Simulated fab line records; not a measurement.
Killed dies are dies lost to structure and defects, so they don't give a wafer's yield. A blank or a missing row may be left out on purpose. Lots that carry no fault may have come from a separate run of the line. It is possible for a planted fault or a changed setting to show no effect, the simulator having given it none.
fab line records	flow sfq_line
record lots=15	wafers=45	last_day=75
route steps=325 shown M1@71 M5@205 R5@215 M6@261
lots that met no fault: taken from a fault-free run of the same line
start_h: the number of hours between the record's first day and the start of the first shown wafer of the lot	wait_h: how many hours have passed since the lot's step before this one	" same as the row above	L1.1+2: one row covering several wafers at once	- no value present, or no start provided	* or withheld: withheld	< > ~ a bound
route shown NAME@n: names a module that has steps shown in the file, with the first one's number in the route	usual: mean and standard deviation over wafers with no fault	same: alike in all rows	chamber/n: place in a boat	sites: each site's reading	_std_site: the values' standard deviation	_edge_site: outer sites' mean less inner sites'	radius_mm: how far each site lies from the wafer's centre	mask NAME#n: copy n	behind: the most recent tool/chamber to have shaped the wafer	hold: what put the lot on hold/how long, in hours/how the hold closed	device: the n, p or np transistor that did not switch	end of line: the same wafers' tests at the end of the route	a step with no rows: only its recipe	killed: count of dies lost to structure and defects at first sort (not the wafer's yield)	map: shows each die of a wafer: x if killed, . if not, _ if none is there
set.NAME: the setting as run; set.NAME@STEP: as run at that earlier step	model.NAME: the simulator's own value behind a step, which no gauge read
route steps across a sampled set of lots; one table per step, one row per wafer
services: the hour from which a tool's chamber was out of use, counted from the record's first day as start_h (under 0 if before that day), plus the number of hours and why
## steps
# step SFQ_TRILAYER_M1_STRIP_STRIP_043
# recipe gas=O2	power_w=200	platen_temp_c=40	overash_fraction=0.65	chemistry=O2	pressure_mtorr=50
# usual drypump_motor_current_A=5.9/0.35	oes_product_au=1.001/0.0065
lot.wafer	tool	chamber	start_h	wait_h	drypump_motor_current_A	oes_product_au	rf_hours_counter_h
L472.4	rie_metal-03	0	300.30	0.2	5.9	1.009	-
L472.5	"	1	"	"	5.9	1.003	-
L472.6	"	0	"	"	5.8	1.002	-
L473.1	rie_metal-04	0	307.30	0.1	6.4	1.003	190
L473.2	"	1	"	"	5.4	0.995	130
L473.3	"	0	"	"	6.4	1.013	-
L474.1	rie_metal-03	1	315.79	0.1	5.9	1.006	139
L474.3	"	0	"	"	5.8	1.004	-
L474.6	"	0	"	"	5.8	0.999	-
L478.3	rie_metal-02	1	342.39	0.2	6.2	0.992	-
L478.4	"	0	"	"	5.6	0.989	-
L478.5	"	1	"	"	6.2	0.992	-
L479.1	rie_metal-02	0	344.59	0.1	5.6	0.991	36
L479.2	"	1	"	"	6.2	0.995	5
L479.3	"	0	"	"	5.6	0.991	-
L480.1	rie_metal-04	1	364.99	0.1	5.4	0.987	146
L480.3	"	1	"	"	5.4	0.998	-
L480.6	"	1	"	"	5.4	1.000	-
L483.1	rie_metal-04	0	396.18	0.1	6.3	1.017	7
L483.2	"	1	"	"	5.4	0.994	150
L483.3	"	0	"	"	6.3	1.009	-
L484.2	rie_metal-04	0	411.90	0.1	6.4	1.011	10
L484.4	"	1	"	"	5.4	1.010	-
L484.6	"	1	"	"	5.4	1.000	-
L485.2	rie_metal-02	1	420.21	0.4	6.2	1.003	-
L485.4	"	1	"	"	6.2	1.002	-
L485.5	"	1	"	"	6.2	1.001	-
L487.2	rie_metal-02	1	427.03	0.1	6.2	1.004	19
L487.5	"	1	"	"	6.2	1.002	-
L487.6	"	0	"	"	5.6	0.998	-
L488.1	rie_metal-02	1	434.23	0.1	6.2	1.004	21
L488.3	"	0	"	"	5.6	1.001	-
L488.5	"	1	"	"	6.2	1.007	-
L489.2	rie_metal-02	1	448.63	0.1	6.3	1.010	23
L489.4	"	1	"	"	6.3	1.006	-
L489.5	"	0	"	"	5.6	0.997	-
L490.2	rie_metal-04	1	449.83	0.1	5.4	0.994	160
L490.3	"	1	"	"	5.4	0.996	-
L490.4	"	0	"	"	6.4	1.008	-
L493.1	rie_metal-04	1	483.43	0.1	5.4	0.995	168
L493.4	"	0	"	"	6.4	1.004	-
L493.5	"	0	"	"	6.4	0.995	-
L494.1	rie_metal-04	0	497.83	0.1	6.4	0.994	28
L494.2	"	1	"	"	5.4	0.997	172
L494.3	"	0	"	"	6.4	0.997	-
# step SFQ_TRILAYER_M5_BARC_OPEN_METAL_ETCH_161
# recipe mask_material=PR	chemistry=O2	target_depth_nm=125	target=BARC	icp_w=600	bias_w=80	pressure_mtorr=10	time_s=41.7
# usual bias_w=80.03/0.22	chamber_pressure_mTorr=10.000/0.0092	drypump_motor_current_A=5.89/0.18	oes_product_au=0.685/0.0047
lot.wafer	tool	chamber	start_h	wait_h	bias_w	chamber_pressure_mTorr	drypump_motor_current_A	oes_product_au	rf_hours_counter_h
L472.4	rie_metal-03	1	1014.52	0.0	80.18	9.990	5.94	0.685	-
L472.5	"	1	"	"	79.95	9.987	5.96	0.686	-
L472.6	"	0	"	"	80.18	9.992	5.88	0.691	-
L473.1	rie_metal-03	0	1040.09	0.0	80.29	9.998	5.82	0.684	47
L473.2	"	1	"	"	80.36	10.011	5.95	0.685	87
L473.3	"	1	"	"	80.12	9.998	5.95	0.692	-
L474.1	rie_metal-03	1	1050.89	0.0	80.02	10.013	5.94	0.683	89
L474.3	"	0	"	"	80.37	9.977	5.81	0.687	-
L474.6	"	0	"	"	80.40	10.021	5.86	0.681	-
L478.3	rie_metal-02	0	1080.01	0.0	79.76	9.991	5.63	0.690	-
L478.4	"	1	"	"	80.29	9.989	6.25	0.687	-
L478.5	"	1	"	"	80.36	9.987	6.24	0.692	-
L479.1	rie_metal-02	1	1084.79	0.0	79.91	10.013	6.20	0.682	133
L479.2	"	0	"	"	80.10	10.006	5.62	0.688	163
L479.3	"	1	"	"	80.49	10.010	6.18	0.686	-
L480.1	rie_metal-03	0	1116.58	0.0	80.11	10.000	5.82	0.691	61
L480.3	"	0	"	"	79.73	9.995	5.84	0.686	-
L480.6	"	0	"	"	79.99	10.010	5.83	0.683	-
L483.1	rie_metal-01	1	1198.32	0.0	80.33	9.982	5.84	0.686	18
L483.2	"	0	"	"	80.06	10.005	5.76	0.687	60
L483.3	"	1	"	"	80.13	9.994	5.85	0.682	-
L484.2	rie_metal-01	0	1216.07	0.0	80.04	10.005	5.74	0.680	63
L484.4	"	0	"	"	80.47	10.002	5.77	0.687	-
L484.6	"	1	"	"	79.68	10.005	5.85	0.688	-
L485.2	rie_metal-01	0	1234.07	0.0	80.07	9.998	5.75	0.689	65
L485.4	"	1	"	"	80.13	10.002	5.86	0.683	-
L485.5	"	0	"	"	79.86	9.986	5.76	0.692	-
L487.2	rie_metal-03	1	1253.65	0.0	-	-	-	-	-
L487.5	"	1	"	"	-	-	-	-	-
L487.6	"	0	"	"	-	-	-	-	-
L488.1	rie_metal-03	0	1299.45	0.0	-	-	-	-	-
L488.3	"	0	"	"	-	-	-	-	-
L488.5	"	0	"	"	-	-	-	-	-
L489.2	rie_metal-03	0	1329.77	0.0	-	-	-	-	-
L489.4	"	0	"	"	-	-	-	-	-
L489.5	"	1	"	"	-	-	-	-	-
L490.2	rie_metal-01	1	1336.97	0.0	80.05	10.006	5.85	0.693	33
L490.3	"	0	"	"	79.84	10.009	5.78	0.691	-
L490.4	"	1	"	"	79.84	10.015	5.85	0.683	-
L493.1	rie_metal-02	0	1381.82	0.0	79.79	10.009	5.64	0.685	35
L493.4	"	1	"	"	80.03	10.000	6.21	0.683	-
L493.5	"	1	"	"	80.19	10.000	6.20	0.686	-
L494.1	rie_metal-03	1	1412.37	0.0	80.04	9.989	5.94	0.691	139
L494.2	"	0	"	"	80.31	9.991	5.80	0.680	99
L494.3	"	0	"	"	80.13	9.996	5.89	0.687	-
# step SFQ_TRILAYER_M5_ETCH_METAL_ETCH_126
# recipe target=Nb	stop_on=SiO2	mask_material=PR	over_etch_frac=0.15	time_s=203.2	chemistry=Cl2/BCl3	target_depth_nm=265	icp_w=600	bias_w=80	pressure_mtorr=10
# usual bias_w=80.01/0.25	chamber_pressure_mTorr=10.001/0.009	drypump_motor_current_A=5.89/0.18	oes_product_au=0.728/0.0062
lot.wafer	tool	chamber	start_h	wait_h	bias_w	chamber_pressure_mTorr	drypump_motor_current_A	oes_product_au	rf_hours_counter_h
L472.4	rie_metal-03	1	1014.62	0.1	79.60	10.002	5.93	0.731	-
L472.5	"	1	"	"	79.74	9.999	5.94	0.730	-
L472.6	"	0	"	"	80.26	10.005	5.89	0.733	-
L473.1	rie_metal-03	0	1040.14	0.0	80.01	9.990	5.86	0.738	47
L473.2	"	1	"	"	79.99	9.989	5.95	0.735	87
L473.3	"	1	"	"	80.23	9.999	5.95	0.716	-
L474.1	rie_metal-03	1	1050.94	0.0	79.70	10.003	5.94	0.724	89
L474.3	"	0	"	"	79.92	10.002	5.88	0.738	-
L474.6	"	0	"	"	80.02	9.990	5.90	0.735	-
L478.3	rie_metal-02	0	1080.12	0.1	80.11	9.998	5.61	0.722	-
L478.4	"	1	"	"	79.89	10.001	6.23	0.730	-
L478.5	"	1	"	"	80.01	9.992	6.26	0.719	-
L479.1	rie_metal-02	1	1084.85	0.0	80.51	9.999	6.22	0.729	133
L479.2	"	0	"	"	80.01	10.010	5.61	0.724	163
L479.3	"	1	"	"	79.96	10.002	6.25	0.732	-
L480.1	rie_metal-03	0	1116.64	0.0	79.96	9.987	5.86	0.727	61
L480.3	"	0	"	"	79.89	9.996	5.86	0.732	-
L480.6	"	0	"	"	80.14	10.009	5.88	0.729	-
L483.1	rie_metal-01	1	1198.38	0.0	79.99	10.005	5.87	0.733	18
L483.2	"	0	"	"	79.92	9.996	5.75	0.725	60
L483.3	"	1	"	"	79.99	10.012	5.84	0.734	-
L484.2	rie_metal-01	0	1216.13	0.0	79.47	10.011	5.76	0.725	63
L484.4	"	0	"	"	79.93	9.999	5.76	0.729	-
L484.6	"	1	"	"	80.24	9.998	5.85	0.718	-
L485.2	rie_metal-01	0	1234.13	0.0	79.94	10.005	5.77	0.720	65
L485.4	"	1	"	"	80.32	10.001	5.87	0.722	-
L485.5	"	0	"	"	79.96	9.995	5.76	0.719	-
L487.2	rie_metal-03	1	1253.71	0.0	80.32	10.003	5.96	0.378	122
L487.5	"	1	"	"	79.77	9.996	5.95	0.383	-
L487.6	"	0	"	"	80.23	10.001	5.84	0.367	-
L488.1	rie_metal-03	0	1299.51	0.0	80.43	9.998	5.81	0.387	87
L488.3	"	0	"	"	80.26	10.005	5.84	0.366	-
L488.5	"	0	"	"	80.07	9.992	5.82	0.379	-
L489.2	rie_metal-03	0	1329.83	0.0	80.49	10.006	5.88	0.376	91
L489.4	"	0	"	"	79.85	10.004	5.83	0.375	-
L489.5	"	1	"	"	79.90	10.014	5.94	0.381	-
L490.2	rie_metal-01	1	1337.03	0.0	80.09	9.990	5.83	0.716	33
L490.3	"	0	"	"	80.12	10.016	5.78	0.725	-
L490.4	"	1	"	"	80.08	9.993	5.86	0.724	-
L493.1	rie_metal-02	0	1381.88	0.0	80.03	9.989	5.63	0.733	35
L493.4	"	1	"	"	80.12	9.998	6.23	0.732	-
L493.5	"	1	"	"	80.36	9.998	6.22	0.731	-
L494.1	rie_metal-03	1	1412.43	0.0	80.11	10.010	5.96	0.738	139
L494.2	"	0	"	"	80.24	10.007	5.86	0.731	99
L494.3	"	0	"	"	80.02	10.006	5.85	0.730	-
# step SFQ_R5_RS_MEAS_933
# recipe thk_meas_gauge=four-point-probe	reads=Ti_of_TRILAYER_R5_DEP_SPUTTER_134+MoNx_of_TRILAYER_R5_DEP_SPUTTER_133+Ti_of_TRILAYER_R5_DEP_SPUTTER_132
# usual R5_MONX_RS=7.07/0.074
lot.wafer	tool	chamber	start_h	wait_h	R5_MONX_RS[ohm/sq]
L472.4	film_metro-02	-	1026.03	0.1	7.07
L472.5	"	-	"	"	7.05
L472.6	"	-	"	"	7.07
L473.1	film_metro-01	-	1050.19	0.0	7.16
L473.2	"	-	"	"	7.04
L473.3	"	-	"	"	7.10
L474.1	film_metro-02	-	1059.28	0.0	7.04
L474.3	"	-	"	"	7.10
L474.6	"	-	"	"	7.10
L478.3	film_metro-01	-	1086.32	0.0	6.96
L478.4	"	-	"	"	7.17
L478.5	"	-	"	"	7.04
L479.1	film_metro-02	-	1092.28	0.0	7.15
L479.2	"	-	"	"	7.10
L479.3	"	-	"	"	7.16
L480.1	film_metro-02	-	1135.63	0.0	7.22
L480.3	"	-	"	"	7.02
L480.6	"	-	"	"	7.13
L483.1	film_metro-02	-	1213.63	0.0	7.12
L483.2	"	-	"	"	7.10
L483.3	"	-	"	"	7.09
L484.2	film_metro-02	-	1227.32	0.0	7.09
L484.4	"	-	"	"	7.08
L484.6	"	-	"	"	7.05
L485.2	film_metro-03	-	1239.50	0.0	7.05
L485.4	"	-	"	"	7.08
L485.5	"	-	"	"	7.09
L487.2	film_metro-02	-	1259.60	0.0	6.96
L487.5	"	-	"	"	6.91
L487.6	"	-	"	"	6.90
L488.1	film_metro-02	-	1304.86	0.0	7.13
L488.3	"	-	"	"	7.07
L488.5	"	-	"	"	7.12
L489.2	film_metro-01	-	1335.20	0.0	6.98
L489.4	"	-	"	"	6.95
L489.5	"	-	"	"	7.00
L490.2	film_metro-02	-	1342.40	0.0	7.15
L490.3	"	-	"	"	7.13
L490.4	"	-	"	"	7.15
L493.1	film_metro-02	-	1387.23	0.0	7.07
L493.4	"	-	"	"	7.06
L493.5	"	-	"	"	7.03
L494.1	film_metro-02	-	1418.05	0.0	7.13
L494.2	"	-	"	"	7.00
L494.3	"	-	"	"	7.06
# step SFQ_TRILAYER_R5_LITHO_EXPOSE_137
# recipe mask_id=R5	na=0.6	source_shape=conventional	sigma_outer=0.65	target_cd_nm=500	dose_mj=14.4
# usual exposure_dose_mJ_cm2=14.400/0.015	focus_offset_nm=0.1/0.54	reticle_temp_C=23.00/0.11	stage_vel_mm_s=500.03/0.27
lot.wafer	tool	chamber	start_h	wait_h	mask	exposure_dose_mJ_cm2	focus_offset_nm	reticle_temp_C	stage_vel_mm_s
L472.4	krf_scanner-01	0	1100.66	-	R5#0	14.397	-0.1	23.10	499.50
L472.5	"	0	"	"	R5#0	14.402	-0.4	23.05	500.53
L472.6	"	0	"	"	R5#0	14.402	0.1	23.05	500.38
L473.1	krf_scanner-01	0	1128.25	-	R5#0	14.423	0.1	23.13	500.25
L473.2	"	0	"	"	R5#0	14.421	0.3	22.99	500.16
L473.3	"	0	"	"	R5#0	14.393	-0.1	23.03	500.19
L474.1	krf_scanner-01	0	1142.75	-	R5#0	14.420	-0.8	23.06	499.71
L474.3	"	0	"	"	R5#0	14.421	-0.2	23.09	499.84
L474.6	"	0	"	"	R5#0	14.426	-0.4	23.26	499.68
L478.3	krf_scanner-01	0	1184.19	-	R5#0	14.397	-0.7	23.11	499.95
L478.4	"	0	"	"	R5#0	14.422	-0.3	23.03	500.49
L478.5	"	0	"	"	R5#0	14.421	-0.2	22.85	500.27
L479.1	krf_scanner-01	0	1193.19	-	R5#0	14.379	-0.2	23.04	500.08
L479.2	"	0	"	"	R5#0	14.378	-0.4	23.01	499.70
L479.3	"	0	"	"	R5#0	14.372	-0.2	23.07	500.03
L480.1	krf_scanner-02	0	1201.34	-	R5#0	14.393	0.8	22.95	500.04
L480.3	"	0	"	"	R5#0	14.394	0.5	22.95	500.17
L480.6	"	0	"	"	R5#0	14.408	0.5	23.05	499.92
L483.1	krf_scanner-01	0	1339.48	-	R5#0	14.412	0.7	22.81	499.96
L483.2	"	0	"	"	R5#0	14.405	0.9	22.83	500.26
L483.3	"	0	"	"	R5#0	14.415	1.1	22.92	500.06
L484.2	krf_scanner-01	0	1354.08	-	R5#0	14.394	0.4	22.86	500.20
L484.4	"	0	"	"	R5#0	14.407	-0.1	22.90	499.96
L484.6	"	0	"	"	R5#0	14.388	-0.4	23.04	499.80
L485.2	krf_scanner-01	0	1367.28	-	R5#0	14.399	0.5	23.19	500.16
L485.4	"	0	"	"	R5#0	14.395	0.3	23.07	500.11
L485.5	"	0	"	"	R5#0	14.417	0.4	23.17	499.73
L487.2	krf_scanner-01	-	1386.48	-	R5#0	-	-	-	-
L487.5	"	-	"	"	R5#0	-	-	-	-
L487.6	"	-	"	"	R5#0	-	-	-	-
L488.1	krf_scanner-01	-	1428.83	-	R5#0	-	-	-	-
L488.3	"	-	"	"	R5#0	-	-	-	-
L488.5	"	-	"	"	R5#0	-	-	-	-
L489.2	krf_scanner-01	-	1455.33	-	R5#0	-	-	-	-
L489.4	"	-	"	"	R5#0	-	-	-	-
L489.5	"	-	"	"	R5#0	-	-	-	-
L490.2	krf_scanner-01	0	1461.33	-	R5#0	14.426	0.8	23.05	499.91
L490.3	"	0	"	"	R5#0	14.405	0.2	23.15	499.75
L490.4	"	0	"	"	R5#0	14.401	0.8	22.98	500.02
L493.1	krf_scanner-02	0	1504.12	-	R5#0	14.411	0.0	22.97	500.07
L493.4	"	0	"	"	R5#0	14.393	-0.3	23.01	499.44
L493.5	"	0	"	"	R5#0	14.395	1.0	22.92	499.97
L494.1	krf_scanner-02	0	1531.72	-	R5#0	14.396	-0.1	22.93	499.66
L494.2	"	0	"	"	R5#0	14.412	1.2	22.98	499.88
L494.3	"	0	"	"	R5#0	14.395	1.1	22.88	499.81
# step SFQ_M6_OVL_MEAS_940
# usual M6_OVL=-5/5.7
lot.wafer	tool	chamber	start_h	wait_h	M6_OVL[nm]
L472.4	overlay-01	-	1270.28	0.1	-9
L472.5	"	-	"	"	-11
L472.6	"	-	"	"	-8
L473.1	overlay-01	-	1275.41	0.1	-1
L473.2	"	-	"	"	-10
L473.3	"	-	"	"	-4
L474.1	overlay-01	-	1305.39	0.1	-10
L474.3	"	-	"	"	-15
L474.6	"	-	"	"	-13
L478.3	overlay-02	-	1331.07	0.1	0
L478.4	"	-	"	"	-4
L478.5	"	-	"	"	0
L479.1	overlay-02	-	1333.46	0.1	-1
L479.2	"	-	"	"	4
L479.3	"	-	"	"	4
L480.1	overlay-02	-	1338.58	0.1	-4
L480.3	"	-	"	"	-1
L480.6	"	-	"	"	-2
L483.1	overlay-01	-	1431.21	0.1	0
L483.2	"	-	"	"	-1
L483.3	"	-	"	"	-3
L484.2	overlay-01	-	1432.41	0.1	-2
L484.4	"	-	"	"	-2
L484.6	"	-	"	"	-3
L485.2	overlay-01	-	1433.61	0.1	-5
L485.4	"	-	"	"	-3
L485.5	"	-	"	"	-1
L487.2	overlay-01	-	1436.01	0.1	-5
L487.5	"	-	"	"	-3
L487.6	"	-	"	"	-9
L488.1	overlay-01	-	1444.51	0.1	-6
L488.3	"	-	"	"	-14
L488.5	"	-	"	"	0
L489.2	overlay-01	-	1476.65	0.1	-1
L489.4	"	-	"	"	0
L489.5	"	-	"	"	-2
L490.2	overlay-01	-	1483.50	0.1	-12
L490.3	"	-	"	"	-10
L490.4	"	-	"	"	-6
L493.1	overlay-02	-	1519.54	0.1	-6
L493.4	"	-	"	"	-7
L493.5	"	-	"	"	-6
L494.1	overlay-01	-	1545.04	0.1	7
L494.2	"	-	"	"	3
L494.3	"	-	"	"	2
## services
tool	chamber	start_h	hours	kind
krf_scanner-01	-	287.72	1.9	repair
krf_scanner-01	-	322.63	0.2	repair
krf_scanner-01	-	344.79	1.0	pm
rie_metal-03	1	354.09	18.4	repair
krf_scanner-01	-	362.59	0.8	pm
rie_metal-02	0	408.42	13.4	repair
krf_scanner-01	-	432.94	1.3	pm
rie_metal-02	-	449.23	14.6	pm
rie_metal-03	-	483.34	2.8	pm
rie_metal-03	1	506.63	8.8	repair
krf_scanner-01	-	508.64	4.0	pm
krf_scanner-01	-	513.86	1.0	pm
krf_scanner-01	-	531.66	0.8	pm
krf_scanner-01	-	567.79	0.2	repair
krf_scanner-01	-	609.21	1.3	pm
krf_scanner-01	-	611.18	0.1	repair
krf_scanner-01	-	683.71	1.0	pm
krf_scanner-01	-	701.51	0.8	pm
krf_scanner-01	-	720.26	3.6	pm
rie_metal-03	1	735.50	4.4	repair
krf_scanner-01	-	751.42	4.4	pm
krf_scanner-01	-	756.06	5.0	repair
rie_metal-03	-	945.08	13.5	repair
rie_metal-03	-	1169.47	1.4	pm
## key
first_sign step=SFQ_TRILAYER_M5_BARC_OPEN_METAL_ETCH_161	reading=tool_record	direction=missing
effect step=SFQ_TRILAYER_M5_ETCH_METAL_ETCH_126	reading=oes_product_au	direction=down	sigmas=57	usual=0.728	struck=0.377
effect step=SFQ_TRILAYER_R5_LITHO_EXPOSE_137	reading=tool_record	direction=missing
met_at SFQ_TRILAYER_M5_BARC_OPEN_METAL_ETCH_161
struck_lots L487,L488,L489
not_acting_at SFQ_TRILAYER_M1_STRIP_STRIP_043,SFQ_R5_RS_MEAS_933,SFQ_M6_OVL_MEAS_940
onset_between 1116.58 1253.65
fault kind=skipped_step_whole	tool=rie_metal-03	chamber=-	onset_h=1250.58	steps=SFQ_TRILAYER_M5_BARC_OPEN_METAL_ETCH_161	scope=struck_lots_only
